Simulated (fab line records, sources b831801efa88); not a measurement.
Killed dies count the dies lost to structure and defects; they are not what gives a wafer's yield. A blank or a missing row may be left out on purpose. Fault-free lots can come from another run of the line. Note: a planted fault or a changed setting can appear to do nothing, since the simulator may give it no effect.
Matching of chambers ; flow sky130 ; SKY_LI_CONTACT_CMP_24 on cmp-02: 4 sister chambers
The step polishes, stops on PSG, t overpolish 20 s, target thk 0 nm. 4 wafers are shown with their chamber, then 10 later ones without.

## EACH WAFER AND ITS CHAMBER
wafer;chamber;motor current A (A)
L793.5;0;12.9
L795.5;2;10.8
L796.3;3;10.9
L796.5;1;10.3

## WAFERS WITH NO CHAMBER GIVEN
wafer;motor current A (A)
L796.6;13.7
L797.1;10.6
L797.2;12.9
L797.6;13.3
L800.3;13.0
L800.4;10.1
L800.5;13.4
L802.1;10.5
L802.4;10.5
L802.6;10.9

## EACH ONE'S CHAMBER
wafer;from the rows above;in truth
L796.6;0;0
L797.1;can't be placed: 2 or 1 or 3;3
L797.2;0;0
L797.6;0;0
L800.3;0;0
L800.4;can't be placed: 1 or 2 or 3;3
L800.5;0;0
L802.1;can't be placed: 1 or 2 or 3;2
L802.4;can't be placed: 1 or 2 or 3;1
L802.6;can't be placed: 3 or 2 or 1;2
5 of 10 placed correctly. These rows do not allow placing 5 (true chamber among the candidates in 5). 0 placed wrongly.
How it was worked out, from the rows above alone: a wafer's distance from a chamber is the root of the sum, over the readings, of the square of ((its reading less the chamber's mean) divided by the reading's scatter). The wafer belongs to the nearest chamber; if the next one is less than 2 further off, it can't be placed. For every chamber, the mean is computed from those of its wafers that are shown. The scatter: root of mean squared gap, hidden wafer to nearest shown wafer, with one shown wafer a chamber.
